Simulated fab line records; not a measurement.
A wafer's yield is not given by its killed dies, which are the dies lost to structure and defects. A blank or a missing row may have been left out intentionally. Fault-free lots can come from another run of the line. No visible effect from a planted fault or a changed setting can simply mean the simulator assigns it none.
Chamber matching + flow sky130 + 4 sister chambers for SKY_VIA4_ETCH_12 on rieDiel-04
The step etches SiO2 in C4F8/O2/Ar, stops on TiN, target depth 580 nm. 4 wafers are shown with their chamber, then 7 later ones without.

WAFERS WITH THEIR CHAMBER
| wafer  | chamber | oesProductAu (a.u.) |
|--------|---------|---------------------|
| L089.3 | 3       | 0.926               |
| L089.4 | 2       | 0.924               |
| L087.1 | 0       | 0.922               |
| L087.3 | 1       | 0.926               |

WAFERS WHOSE CHAMBER IS MISSING
| wafer  | oesProductAu (a.u.) |
|--------|---------------------|
| L087.4 | 0.932               |
| L090.2 | 0.929               |
| L090.3 | 0.939               |
| L090.4 | 0.926               |
| L094.2 | 0.927               |
| L094.3 | 0.919               |
| L094.6 | 0.925               |

WHICH CHAMBER EACH WENT THROUGH
| wafer  | from the rows above               | in truth |
|--------|-----------------------------------|----------|
| L087.4 | can't be placed: 1 or 3 or 2 or 0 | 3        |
| L090.2 | can't be placed: 1 or 3 or 2 or 0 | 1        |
| L090.3 | can't be placed: 1 or 3 or 2 or 0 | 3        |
| L090.4 | can't be placed: 1 or 3 or 2 or 0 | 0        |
| L094.2 | can't be placed: 1 or 3 or 2 or 0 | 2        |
| L094.3 | can't be placed: 0 or 2 or 1 or 3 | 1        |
| L094.6 | can't be placed: 1 or 2 or 3 or 0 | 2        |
Placed correctly: 0 of 7. Not placeable from these rows: 7 (in 7, the candidates include the true chamber). 0 placed wrongly.
How it was worked out, from the rows above alone: a wafer's distance from a chamber is the root of the sum, over the readings, of the square of ((its reading less the chamber's mean) divided by the reading's scatter). If the next closest chamber is less than 2 further off than the closest, the wafer can't be placed; otherwise it belongs to the closest. A chamber's mean is the mean of its shown wafers. The scatter (one wafer shown for each chamber): square how far every hidden wafer sits from the nearest shown wafer, average those squares and take the square root.
